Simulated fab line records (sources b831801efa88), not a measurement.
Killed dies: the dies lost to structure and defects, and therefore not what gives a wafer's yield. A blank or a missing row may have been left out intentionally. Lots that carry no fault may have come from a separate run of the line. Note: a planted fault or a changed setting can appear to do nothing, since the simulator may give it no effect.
A lot that was struck, set against a sound lot ; flow gf180mcu ; 17 steps out of a route of 602
Sound: these wafers, L535.1, L535.2, L535.3. Wafers struck: L539.2, L539.4, L539.5. Last of all comes the cause.
Order at every step that has rows: each side's tool, ch and its chambers, its first start. Under that, the readings that differ: sound wafers ; struck wafers ; difference of the means ; sigmas: that difference in standard deviations of wafers without a fault.
alike: readings whose means differ by less than 2 such deviations, and words and numbers that are the same on both sides. not compared: withheld readings, readings that some wafer has no value for, bounds like >300 that may hide the same value, and numbers for which the record gives no deviation and whose values overlap.
The two part at a step that has a row with sigmas, a row that says differs or no value, or rows on one side only. Non-overlapping numbers with no deviation appear without sigmas and do not part them. A reading missing from all wafers of one side parts the sides only when that side holds two or more wafers.

GF_STI_CMP_25: polishes, stops on Si3N4, t overpolish 33 s, target thk 524.6 nm.
  sound on cmp-02 ch 0,2,3, day 4 17:14; struck on cmp-01 ch 0,1,3, day 5 14:08
  alike: motor-current-A, overpolish-run-s, time-to-endpoint-s
then, 4 steps without rows for these wafers: GF_STI_WET_ETCH_26 (etches SiO2 in dHF, target depth 94 nm, time 188 s); GF_STI_WET_ETCH_27 (etches Si3N4 in H3PO4, target depth 160 nm, time 1825 s); GF_STI_WET_ETCH_28 (etches SiO2 in dHF, target depth 20 nm, time 40 s); GF_STI_OXIDATION_29 (stabilise 600 s, purge 300 s, target thk 10 nm).
GF_STI_THK_MEAS_30:
  sound: film-metro-04 at day 4 20:27; struck: film-metro-01 at day 5 16:23
  alike: STI_OXIDATION_02_THK
then, 6 steps without rows for these wafers: GF_DNWELL_DEHYDRATE_00 (time 60 s); GF_DNWELL_HMDS_01 (prime time 60 s); GF_DNWELL_COAT_02 (resist thk 3000 nm); GF_DNWELL_SOFTBAKE_03; GF_DNWELL_EXPOSE_04 (exposes mask DNWELL, target cd 1700 nm); GF_DNWELL_PEB_05.
GF_DNWELL_DEVELOP_06: develop time 60 s.
  struck on litho-track-03, day 6 06:00; sound on litho-track-02 ch 0, day 5 10:00
  no value came back on the struck wafers for chill-plate-temp-C (C), develop-time-s (s), resist-line-temp-C (C); on the sound wafers chill-plate-temp-C (C) reads 23.00 22.97 22.90
then, 1 step without rows for these wafers: GF_DNWELL_IMPLANT_07.
GF_DNWELL_STRIP_08: strips in O2/N2.
  sound on plasma-asher-02 ch 0,1, day 5 10:52; struck on plasma-asher-04 ch 0,1, day 6 06:59
  alike: drypump-motor-current-A, heater-power-w, oes-product-au, strip-time-to-endpoint-s
  not compared: rf-hours-counter-h
GF_DNWELL_TW_MEAS_09:
  sound: film-metro-01 at day 5 10:58; struck: film-metro-02 at day 6 07:06
reading;sound;struck;difference;sigmas
DNWELL_TW;1374 1379 1371;31 31 31;-1344;-90
then, 1 step without rows for these wafers: GF_NWELL_DEHYDRATE_00 (time 60 s).

== WHERE THEY PART ==
At GF_DNWELL_DEVELOP_06 first; at GF_DNWELL_TW_MEAS_09 last (within this record only).

WHY: what the simulator had put in
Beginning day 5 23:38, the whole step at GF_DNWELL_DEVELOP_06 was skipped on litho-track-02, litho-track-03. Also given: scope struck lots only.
